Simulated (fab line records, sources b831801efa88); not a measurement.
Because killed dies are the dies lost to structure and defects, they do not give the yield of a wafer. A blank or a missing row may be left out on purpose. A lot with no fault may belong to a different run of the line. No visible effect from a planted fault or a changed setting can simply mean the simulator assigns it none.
fab line records	flow sky130
[record] lots = 13	wafers = 39	lastDay = 50
route steps=708 shown FIELD_ISO@1 NWELL@66 VT_ADJUST_NCORE@126 PAD_OPEN@708
lots that met no fault: from a run of the same line without faults
startH: the number of hours between the record's first day and the start of the first shown wafer of the lot	waitH: hours elapsed since this lot's preceding step	" the same as in the row above	L1.1+2: one row covering several wafers at once	- value missing, or start not given	* or withheld: withheld	< > ~ a bound
route shown NAME@n: a module of which the file shows steps, and the number in the route of the first	usual: mean and standard deviation over wafers with no fault	same: alike in all rows	chamber/n: place in a boat	sites: the reading at each site	_std_site: their standard deviation	_edge_site: the outer-site mean with the inner-site mean subtracted	radiusMm: how far each site lies from the wafer's centre	mask NAME#n: copy n	behind: the most recent tool/chamber to have shaped the wafer	hold: what put the lot on hold/how long, in hours/how the hold closed	device: transistor that didn't switch, given as n, p or np	end of line: tests run on the same wafers once the route is complete	for a step that has no rows: nothing shown but its recipe	killed: not the wafer's yield, but the dies lost to structure and defects at the first sort	map: dies across one wafer; x = killed, . = not, _ = none there
set.NAME: the setting as run; set.NAME@STEP: as run at that earlier step	model.NAME: the simulator's own value behind a step, which no gauge read
the route's steps for a sample of lots (tables are steps, rows are wafers)
services: when a tool's chamber went out of use (startH, in hours from the record's first day, below 0 if earlier), for how many hours, and the reason
[[steps]]
[step SKY_FIELD_ISO_BOW_MEAS_00]
[recipe] mode = bow
[usual] INCOMING_BOW = 0/6.6
lot.wafer	tool	chamber	startH	waitH	INCOMING_BOW[um]
L318.1	filmMetro-03	-	15.00	-	11
L318.2	"	-	"	"	5
L318.5	"	-	"	"	-1
L319.2	filmMetro-04	-	20.02	-	3
L319.3	"	-	"	"	7
L319.4	"	-	"	"	-4
L320.1	filmMetro-01	-	25.00	-	-2
L320.3	"	-	"	"	0
L320.5	"	-	"	"	-5
L321.4	filmMetro-01	-	30.06	-	3
L321.5	"	-	"	"	-7
L321.6	"	-	"	"	-5
L322.1	filmMetro-03	-	35.00	-	-7
L322.4	"	-	"	"	11
L322.5	"	-	"	"	-16
L326.3	filmMetro-03	-	55.04	-	10
L326.5	"	-	"	"	-12
L326.6	"	-	"	"	-2
L327.1	filmMetro-04	-	60.00	-	-9
L327.2	"	-	"	"	5
L327.6	"	-	"	"	10
L329.3	filmMetro-04	-	70.04	-	5
L329.4	"	-	"	"	4
L329.5	"	-	"	"	7
L331.1	filmMetro-04	-	80.00	-	-5
L331.2	"	-	"	"	-3
L331.5	"	-	"	"	-2
L336.2	filmMetro-03	-	105.02	-	7
L336.4	"	-	"	"	2
L336.5	"	-	"	"	9
L337.4	filmMetro-04	-	110.06	-	12
L337.5	"	-	"	"	-6
L337.6	"	-	"	"	5
L338.1	filmMetro-03	-	115.00	-	2
L338.5	"	-	"	"	-3
L338.6	"	-	"	"	-1
L340.3	filmMetro-01	-	125.04	-	0
L340.4	"	-	"	"	-8
L340.5	"	-	"	"	2
[step SKY_NWELL_IMPLANT_13]
[recipe] species = P	energyKev = 50	doseCm2 = 7e+11	tiltDeg = withheld
[usual] doseIonsCm2 = 7e+11/7.4e+08	faradayCurrentUA = 3.94/0.08
[same] implantIonAmu = 31
lot.wafer	tool	chamber	startH	waitH	doseIonsCm2	faradayCurrentUA
L318.1	implanter-01	0	92.76	0.1	7.005e+11	3.99
L318.2	"	0	"	"	6.995e+11	4.03
L318.5	"	0	"	"	6.991e+11	3.96
L319.2	implanter-01	0	96.26	0.1	6.997e+11	3.87
L319.3	"	0	"	"	6.988e+11	3.99
L319.4	"	0	"	"	6.996e+11	4.06
L320.1	implanter-01	0	103.13	0.1	6.999e+11	4.00
L320.3	"	0	"	"	7e+11	3.99
L320.5	"	0	"	"	7.002e+11	3.81
L321.4	implanter-04	0	110.06	0.1	6.997e+11	3.90
L321.5	"	0	"	"	7e+11	3.78
L321.6	"	0	"	"	6.997e+11	3.88
L322.1	implanter-04	0	117.92	0.1	6.995e+11	3.90
L322.4	"	0	"	"	7.001e+11	3.92
L322.5	"	0	"	"	6.998e+11	3.98
L326.3	implanter-01	0	139.51	0.1	7.006e+11	3.97
L326.5	"	0	"	"	7.001e+11	3.94
L326.6	"	0	"	"	7.01e+11	3.97
L327.1	implanter-04	0	143.13	0.1	7.01e+11	3.87
L327.2	"	0	"	"	6.998e+11	4.05
L327.6	"	0	"	"	7.002e+11	3.99
L329.3	implanter-01	0	153.18	0.1	7.006e+11	3.88
L329.4	"	0	"	"	6.998e+11	4.02
L329.5	"	0	"	"	7.002e+11	4.03
L331.1	implanter-04	0	165.01	0.1	6.996e+11	4.00
L331.2	"	0	"	"	6.992e+11	4.04
L331.5	"	0	"	"	7.001e+11	4.01
L336.2	implanter-04	0	198.56	0.1	2.217e+11	1.22
L336.4	"	0	"	"	2.208e+11	1.28
L336.5	"	0	"	"	2.216e+11	1.24
L337.4	implanter-04	0	202.76	0.1	2.202e+11	1.21
L337.5	"	0	"	"	2.209e+11	1.21
L337.6	"	0	"	"	2.208e+11	1.26
L338.1	implanter-04	0	209.42	0.1	2.212e+11	1.23
L338.5	"	0	"	"	2.213e+11	1.26
L338.6	"	0	"	"	2.202e+11	1.28
L340.3	implanter-01	0	223.13	0.1	7.001e+11	3.92
L340.4	"	0	"	"	7.002e+11	3.88
L340.5	"	0	"	"	7.001e+11	3.92
[step SKY_NWELL_RS_MEAS_29]
[recipe] thkMeasGauge = four-point-probe
[usual] NWELL_RS = 624.9/1.5
lot.wafer	tool	chamber	startH	waitH	hold	NWELL_RS[ohm/sq]
L318.1	filmMetro-04	-	111.48	0.1	-	627.0
L318.2	"	-	"	"	-	626.1
L318.5	"	-	"	"	-	625.5
L319.2	filmMetro-01	-	115.00	0.1	-	624.2
L319.3	"	-	"	"	-	621.5
L319.4	"	-	"	"	-	622.2
L320.1	filmMetro-01	-	122.43	0.1	-	625.5
L320.3	"	-	"	"	-	625.8
L320.5	"	-	"	"	-	627.9
L321.4	filmMetro-01	-	129.29	0.1	-	624.4
L321.5	"	-	"	"	-	622.6
L321.6	"	-	"	"	-	626.1
L322.1	filmMetro-02	-	136.57	0.1	-	626.1
L322.4	"	-	"	"	-	625.7
L322.5	"	-	"	"	-	626.2
L326.3	filmMetro-01	-	160.16	0.1	-	625.5
L326.5	"	-	"	"	-	624.1
L326.6	"	-	"	"	-	624.5
L327.1	filmMetro-04	-	163.63	0.1	-	625.4
L327.2	"	-	"	"	-	624.3
L327.6	"	-	"	"	-	625.3
L329.3	filmMetro-04	-	174.43	0.1	-	625.1
L329.4	"	-	"	"	-	624.6
L329.5	"	-	"	"	-	624.3
L331.1	filmMetro-04	-	186.33	0.1	-	626.2
L331.2	"	-	"	"	-	623.6
L331.5	"	-	"	"	-	626.1
L336.2	filmMetro-02	-	220.10	0.1	awaitDispo/0.2h/release	641.4
L336.4	"	-	"	"	awaitDispo/0.2h/release	641.4
L336.5	"	-	"	"	awaitDispo/0.2h/release	642.2
L336.2	filmMetro-02	-	220.46	0.3	-	641.1
L336.4	"	-	"	"	-	641.0
L336.5	"	-	"	"	-	642.6
L337.4	filmMetro-02	-	225.31	0.1	awaitDispo/0.2h/release	639.4
L337.5	"	-	"	"	awaitDispo/0.2h/release	640.5
L337.6	"	-	"	"	awaitDispo/0.2h/release	640.9
L337.4	filmMetro-02	-	225.67	0.3	-	639.4
L337.5	"	-	"	"	-	640.3
L337.6	"	-	"	"	-	640.1
L338.1	filmMetro-01	-	233.02	0.1	awaitDispo/0.2h/release	642.8
L338.5	"	-	"	"	awaitDispo/0.2h/release	644.2
L338.6	"	-	"	"	awaitDispo/0.2h/release	642.4
L338.1	filmMetro-01	-	233.38	0.3	-	643.6
L338.5	"	-	"	"	-	641.6
L338.6	"	-	"	"	-	642.5
L340.3	filmMetro-04	-	245.84	0.1	-	626.2
L340.4	"	-	"	"	-	624.0
L340.5	"	-	"	"	-	625.3
[step SKY_VT_ADJUST_NCORE_CD_MEAS_07]
[recipe] targetCdNm = 380
[usual] cdNm = 379.4/2.2
lot.wafer	tool	chamber	startH	waitH	cdNm
L318.1	cdSem-02	-	189.35	0.1	379.5
L318.2	"	-	"	"	379.5
L318.5	"	-	"	"	378.7
L319.2	cdSem-01	-	196.20	0.1	382.8
L319.3	"	-	"	"	380.3
L319.4	"	-	"	"	381.3
L320.1	cdSem-01	-	202.85	0.1	380.2
L320.3	"	-	"	"	378.1
L320.5	"	-	"	"	378.8
L321.4	cdSem-01	-	209.31	0.1	378.2
L321.5	"	-	"	"	380.0
L321.6	"	-	"	"	378.2
L322.1	cdSem-02	-	220.23	0.1	381.4
L322.4	"	-	"	"	377.6
L322.5	"	-	"	"	382.4
L326.3	cdSem-01	-	246.19	0.1	378.3
L326.5	"	-	"	"	381.4
L326.6	"	-	"	"	380.3
L327.1	cdSem-01	-	249.88	0.1	377.9
L327.2	"	-	"	"	377.0
L327.6	"	-	"	"	378.6
L329.3	cdSem-01	-	263.34	0.1	382.7
L329.4	"	-	"	"	382.3
L329.5	"	-	"	"	381.1
L331.1	cdSem-01	-	276.65	0.1	379.7
L331.2	"	-	"	"	379.8
L331.5	"	-	"	"	384.4
L336.2	cdSem-01	-	313.37	0.1	381.1
L336.4	"	-	"	"	380.6
L336.5	"	-	"	"	380.6
L337.4	cdSem-02	-	320.79	0.1	375.0
L337.5	"	-	"	"	375.6
L337.6	"	-	"	"	374.2
L338.1	cdSem-02	-	326.90	0.1	377.4
L338.5	"	-	"	"	378.6
L338.6	"	-	"	"	378.0
L340.3	cdSem-01	-	341.82	0.1	378.5
L340.4	"	-	"	"	376.7
L340.5	"	-	"	"	378.8
[step SKY_VT_ADJUST_NCORE_TW_MEAS_11]
[usual] VT_ADJUST_NCORE_TW = 219.3/1.8
lot.wafer	tool	chamber	startH	waitH	VT_ADJUST_NCORE_TW
L318.1	filmMetro-04	-	189.75	0.1	218.7
L318.2	"	-	"	"	219.2
L318.5	"	-	"	"	219.6
L319.2	filmMetro-01	-	196.60	0.1	215.8
L319.3	"	-	"	"	215.4
L319.4	"	-	"	"	216.1
L320.1	filmMetro-04	-	203.25	0.1	219.8
L320.3	"	-	"	"	219.2
L320.5	"	-	"	"	220.5
L321.4	filmMetro-03	-	209.68	0.1	219.8
L321.5	"	-	"	"	220.0
L321.6	"	-	"	"	220.1
L322.1	filmMetro-01	-	220.64	0.1	214.7
L322.4	"	-	"	"	216.0
L322.5	"	-	"	"	215.1
L326.3	filmMetro-04	-	246.57	0.1	220.0
L326.5	"	-	"	"	219.4
L326.6	"	-	"	"	219.8
L327.1	filmMetro-03	-	250.29	0.1	219.1
L327.2	"	-	"	"	220.3
L327.6	"	-	"	"	219.5
L329.3	filmMetro-04	-	263.72	0.1	220.4
L329.4	"	-	"	"	220.7
L329.5	"	-	"	"	220.4
L331.1	filmMetro-04	-	277.06	0.1	220.8
L331.2	"	-	"	"	220.6
L331.5	"	-	"	"	218.9
L336.2	filmMetro-04	-	313.76	0.1	221.3
L336.4	"	-	"	"	221.7
L336.5	"	-	"	"	220.4
L337.4	filmMetro-01	-	321.17	0.1	217.0
L337.5	"	-	"	"	218.7
L337.6	"	-	"	"	216.9
L338.1	filmMetro-03	-	327.31	0.1	218.9
L338.5	"	-	"	"	219.5
L338.6	"	-	"	"	220.4
L340.3	filmMetro-04	-	342.21	0.1	221.4
L340.4	"	-	"	"	221.5
L340.5	"	-	"	"	221.6
[step SKY_PAD_OPEN_PROBE_99]
[usual] killed_at_M0_to_M3 = 45/7	killed_at_M4_up = 3.4/1.8	killedAtContacts = 24/5.4	killedAtFrontEnd = 16/4.8	killedAtOther = 0.4/0.62	killedDies = 89/10	killedOpen = 48/7.2	killedShort = 40/6.3
[same] grossDies = 492	killedAtBackSide = 0
lot.wafer	tool	chamber	startH	waitH	killed_at_M0_to_M3	killed_at_M4_up	killedAtContacts	killedAtFrontEnd	killedAtOther	killedDies	killedOpen	killedShort
L336.2	prober-02	-	1178.01	0.1	40	2	21	9	1	73	43	30
L336.4	prober-02	-	1178.11	0.2	39	3	25	26	0	93	47	46
L336.5	prober-02	-	1178.16	0.2	45	4	19	7	0	75	37	38
L337.5	prober-02	-	1180.94	0.2	49	5	26	14	0	94	44	50
// killed by level:class
L336.2 CONTACT:geometricParticle:open=11 VIA1:geometricParticle:open=8 VIA2:geometricParticle:open=7 METAL2:geometricParticle:short=6 VIA3:geometricParticle:open=5 LOCAL_INTERCONNECT:geometricParticle:short=4 METAL1:geometricParticle:short=4 VIA2:geometricParticle:short=4
L336.4 CONTACT:geometricParticle:open=10 FIELD_ISO:geometricParticle:short=9 VIA2:geometricParticle:open=8 POLY_GATE:geometricParticle:open=6 VIA1:geometricParticle:open=6 METAL1:geometricParticle:short=6 LI_CONTACT:geometricParticle:short=5 METAL2:geometricParticle:short=5
L336.5 METAL1:geometricParticle:short=9 CONTACT:geometricParticle:open=8 VIA1:geometricParticle:open=7 VIA1:geometricParticle:short=6 CONTACT:geometricParticle:short=5 VIA3:geometricParticle:open=5 FIELD_ISO:geometricParticle:open=4 METAL3:geometricParticle:short=4
L337.5 METAL2:geometricParticle:short=9 VIA1:geometricParticle:open=8 LI_CONTACT:geometricParticle:open=7 CONTACT:geometricParticle:open=7 VIA2:geometricParticle:open=6 METAL3:geometricParticle:short=6 LOCAL_INTERCONNECT:geometricParticle:short=5 VIA1:geometricParticle:short=5
[[services]]
tool	chamber	startH	hours	kind
implanter-01	-	98.79	1.8	repair
implanter-01	-	112.23	2.4	repair
implanter-01	-	185.80	21.1	pm
implanter-01	-	208.38	3.6	pm
[[key]]
[firstSign] step = SKY_NWELL_IMPLANT_13	reading = doseIonsCm2	direction = down	sigmas = 99+	usual = *	struck = *
[effect] step = SKY_NWELL_IMPLANT_13	reading = faradayCurrentUA	direction = down	sigmas = 34	usual = 3.94	struck = 1.24
[effect] step = SKY_NWELL_RS_MEAS_29	reading = visit	direction = added
[effect] step = SKY_NWELL_RS_MEAS_29	reading = NWELL_RS	direction = up	sigmas = 11	usual = 624.9	struck = 641.7
metAt SKY_NWELL_IMPLANT_13
struckLots L336,L337,L338
testerLeftOut L336,L337,L338
notActingAt SKY_FIELD_ISO_BOW_MEAS_00,SKY_VT_ADJUST_NCORE_CD_MEAS_07,SKY_VT_ADJUST_NCORE_TW_MEAS_11
onsetBetween 165.01 198.56
[fault] kind = processParameterDrift	tool = implanter-04	chamber = -	onsetH = 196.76	steps = SKY_NWELL_IMPLANT_13	channel = doseCm2	offset = *	shape = step	endH = 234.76	actsIn = *	stated = *
// testerLeftOut: of these lots the tester's yield and bins aren't shown, on N5 and GAA mostly nor the transistor test; their killed dies are dies lost to structure and defects alone, not to doping, threshold or leakage, so they don't give the yield
